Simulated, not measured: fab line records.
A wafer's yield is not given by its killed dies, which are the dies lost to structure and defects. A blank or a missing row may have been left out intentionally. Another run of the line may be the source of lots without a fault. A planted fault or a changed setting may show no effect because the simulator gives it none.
Shared-tool check + flow sky130 + Lots sampled 12, wafers sampled 42

THE REASON FOR OPENING IT
Of 12 lots, 2 have the reading VT_ADJUST_NCORE_TW flagged at SKY_VT_ADJUST_NCORE_TW_MEAS_11. Fault-free wafers read 219.7, with a standard deviation of 2.3.
Rule: a lot gets a flag if all its wafers with a number sit over 4 standard deviations from that mean, or if no wafer of it has a number. As for the other lots, they are considered sound.

| lot  | measured     | on            | VT_ADJUST_NCORE_TW, wafer by wafer  | flag    |
|------|--------------|---------------|-------------------------------------|---------|
| L894 | day 8 18:37  | film metro-01 | 222.4 221.8 221.8                   |         |
| L897 | day 9 19:13  | film metro-02 | 217.8 217.7 218.5                   |         |
| L898 | day 9 22:13  | film metro-04 | 218.4 219.4 218.5                   |         |
| L899 | day 10 05:47 | film metro-02 | 218.1 217.0 218.1                   |         |
| L903 | day 11 12:11 | film metro-04 | 219.4 217.9 218.8                   |         |
| L904 | day 11 15:52 | film metro-04 | 258.8 259.3 260.5 258.8 259.8 259.1 | FLAGGED |
| L905 | day 12 02:28 | film metro-02 | 256.3 258.2 257.1 257.7 257.4 257.0 | FLAGGED |
| L907 | day 12 21:26 | film metro-04 | 219.3 218.5 218.7                   |         |
| L913 | day 14 14:46 | film metro-04 | 218.7 219.6 218.7                   |         |
| L914 | day 15 00:59 | film metro-01 | 224.6 223.2 223.7                   |         |
| L915 | day 15 07:24 | film metro-04 | 219.3 218.5 219.8                   |         |
| L916 | day 15 20:11 | film metro-02 | 218.5 218.5 217.8                   |         |
The mean of the flagged lots' numbers is 258.3, +38.6 from the usual (+17 standard deviations).

WHICH TOOL EACH LOT WENT THROUGH
The record holds 1 process step before the reading, out of a route of 708 steps. Each cell gives the tool, then ch followed by the chambers the sampled wafers passed through, then the start.
| lot  | flag    | SKY_VT_ADJUST_NCORE_IMPLANT_09  |
|------|---------|---------------------------------|
| L894 |         | implanter-01 ch 0, day 8 18:23  |
| L897 |         | implanter-02 ch 0, day 9 18:59  |
| L898 |         | implanter-02 ch 0, day 9 21:59  |
| L899 |         | implanter-01 ch 0, day 10 05:32 |
| L903 |         | implanter-03 ch 0, day 11 11:56 |
| L904 | FLAGGED | implanter-02 ch 0, day 11 15:38 |
| L905 | FLAGGED | implanter-02 ch 0, day 12 02:14 |
| L907 |         | implanter-03 ch 0, day 12 21:11 |
| L913 |         | implanter-03 ch 0, day 14 14:31 |
| L914 |         | implanter-01 ch 0, day 15 00:47 |
| L915 |         | implanter-01 ch 0, day 15 07:10 |
| L916 |         | implanter-02 ch 0, day 15 19:56 |
What is done by these steps:
- SKY_VT_ADJUST_NCORE_IMPLANT_09
- SKY_VT_ADJUST_NCORE_TW_MEAS_11

FLAGGED AGAINST TOTAL, ONE TOOL AT A TIME (gauges that did the reading follow at the end)
| step                           | tool          | lots run | flagged | share of the flagged lots | sound lots run after its first flagged lot |
|--------------------------------|---------------|----------|---------|---------------------------|--------------------------------------------|
| SKY_VT_ADJUST_NCORE_IMPLANT_09 | implanter-01  | 4        | 0       | none                      | -                                          |
| SKY_VT_ADJUST_NCORE_IMPLANT_09 | implanter-02  | 5        | 2       | all                       | 1 (L916)                                   |
| SKY_VT_ADJUST_NCORE_IMPLANT_09 | implanter-03  | 3        | 0       | none                      | -                                          |
| SKY_VT_ADJUST_NCORE_TW_MEAS_11 | film metro-01 | 2        | 0       | none                      | -                                          |
| SKY_VT_ADJUST_NCORE_TW_MEAS_11 | film metro-02 | 4        | 1       | some                      | 1 (L916)                                   |
| SKY_VT_ADJUST_NCORE_TW_MEAS_11 | film metro-04 | 6        | 1       | some                      | 3 (L907,L913,L915)                         |

THE TABLE: WHAT IT ALLOWS
In the table, 1 row covers all flagged lots: implanter-02 at SKY_VT_ADJUST_NCORE_IMPLANT_09.
- implanter-02 at SKY_VT_ADJUST_NCORE_IMPLANT_09 ran 5 lots, 2 of them flagged. Sound lots followed the first flagged one (L916) on it, something a lasting fault affecting the whole tool could not allow. Its own readings lie more than 4 standard deviations out on every wafer of the flagged lots: dose ions cm2, faraday current uA.
Not one row of the table ran every flagged lot while running no sound lot after the first.

WHAT THE SIMULATOR HAD PUT IN
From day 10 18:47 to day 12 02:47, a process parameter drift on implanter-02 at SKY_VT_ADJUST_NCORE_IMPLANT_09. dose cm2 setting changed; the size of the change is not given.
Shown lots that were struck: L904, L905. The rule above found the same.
